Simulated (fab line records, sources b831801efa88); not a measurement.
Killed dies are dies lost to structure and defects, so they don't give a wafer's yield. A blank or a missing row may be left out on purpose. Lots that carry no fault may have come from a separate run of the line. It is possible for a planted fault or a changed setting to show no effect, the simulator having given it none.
Commonality check across tools | flow sky130 | 13 lots, 39 wafers sampled

== WHY IT WAS OPENED ==
At SKY_VT_ADJUST_HVTP_TW_MEAS_11 the reading VT_ADJUST_HVTP_TW is flagged on 2 of 13 lots. Fault-free wafers read 1355, with a standard deviation of 5.9.
Rule: flag the lot when none of its wafers has a number, or when each of its wafers that has one lies beyond 4 standard deviations from that mean. All remaining lots are regarded as sound.

lot  | measured     | on            | VT_ADJUST_HVTP_TW, wafer by wafer | flag
L538 | day 6 07:34  | film-metro-02 | 1351 1352 1352                    |
L539 | day 6 08:11  | film-metro-01 | 1341 1350 1355                    |
L540 | day 6 19:01  | film-metro-02 | 1346 1349 1358                    |
L543 | day 7 20:03  | film-metro-01 | 1351 1350 1362                    |
L545 | day 7 21:56  | film-metro-02 | 1350 1349 1353                    |
L544 | day 7 22:43  | film-metro-01 | 1353 1353 1346                    |
L546 | day 8 06:11  | film-metro-03 | 1351 1359 1356                    |
L552 | day 9 18:07  | film-metro-02 | 1683 1672 1679                    | FLAGGED
L555 | day 10 13:22 | film-metro-03 | 1671 1681 1672                    | FLAGGED
L556 | day 10 17:35 | film-metro-03 | 1358 1352 1356                    |
L558 | day 11 08:47 | film-metro-01 | 1363 1360 1358                    |
L560 | day 11 21:52 | film-metro-01 | 1370 1359 1362                    |
L561 | day 12 06:28 | film-metro-03 | 1358 1360 1358                    |
The mean of the flagged lots' numbers is 1676, +321 from the usual (+54 standard deviations).

== LOT BY LOT: THE TOOL USED ==
The record keeps 1 process step preceding the reading, out of 708 steps on the route. Every cell lists first the tool, next ch and the chambers used by the sampled wafers, and last the start.
lot  | flag    | SKY_VT_ADJUST_HVTP_IMPLANT_09
L538 |         | implanter-04 ch 0, day 6 07:19
L539 |         | implanter-04 ch 0, day 6 07:56
L540 |         | implanter-01 ch 0, day 6 18:46
L543 |         | implanter-01 ch 0, day 7 19:50
L545 |         | implanter-03 ch 0, day 7 21:43
L544 |         | implanter-01 ch 0, day 7 22:28
L546 |         | implanter-03 ch 0, day 8 05:56
L552 | FLAGGED | implanter-03 ch 0, day 9 17:53
L555 | FLAGGED | implanter-03 ch 0, day 10 13:07
L556 |         | implanter-04 ch 0, day 10 17:22
L558 |         | implanter-04 ch 0, day 11 08:32
L560 |         | implanter-01 ch 0, day 11 21:37
L561 |         | implanter-04 ch 0, day 12 06:13
What is done by these steps:
- SKY_VT_ADJUST_HVTP_IMPLANT_09
- SKY_VT_ADJUST_HVTP_TW_MEAS_11

== FLAGGED AGAINST TOTAL, ONE TOOL AT A TIME (gauges that did the reading follow at the end) ==
step                          | tool          | lots run | flagged | share of the flagged lots | sound lots run after its first flagged lot
SKY_VT_ADJUST_HVTP_IMPLANT_09 | implanter-01  | 4        | 0       | none                      | -
SKY_VT_ADJUST_HVTP_IMPLANT_09 | implanter-03  | 4        | 2       | all                       | 0
SKY_VT_ADJUST_HVTP_IMPLANT_09 | implanter-04  | 5        | 0       | none                      | -
SKY_VT_ADJUST_HVTP_TW_MEAS_11 | film-metro-01 | 5        | 0       | none                      | -
SKY_VT_ADJUST_HVTP_TW_MEAS_11 | film-metro-02 | 4        | 1       | some                      | 0
SKY_VT_ADJUST_HVTP_TW_MEAS_11 | film-metro-03 | 4        | 1       | some                      | 2 (L556,L561)

== WHAT THE TABLE ALLOWS ==
All flagged lots share 1 row of the table, namely implanter-03 at SKY_VT_ADJUST_HVTP_IMPLANT_09.
- implanter-03 at SKY_VT_ADJUST_HVTP_IMPLANT_09: 2 of its 4 lots flagged. Its last sound lot is L546 (day 8 05:56), its first flagged lot L552 (day 9 17:53): a fault that began between those two fits. Its own readings (dose-ions-cm2, faraday-current-uA) fall more than 4 standard deviations out on all wafers of the flagged lots.
Left over: one tool, implanter-03 at SKY_VT_ADJUST_HVTP_IMPLANT_09.

== WHAT HAD BEEN PUT IN BY THE SIMULATOR ==
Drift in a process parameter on implanter-03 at SKY_VT_ADJUST_HVTP_IMPLANT_09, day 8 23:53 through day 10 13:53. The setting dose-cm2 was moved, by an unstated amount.
Lots struck among those shown: L552, L555. Same finding as the rule above.
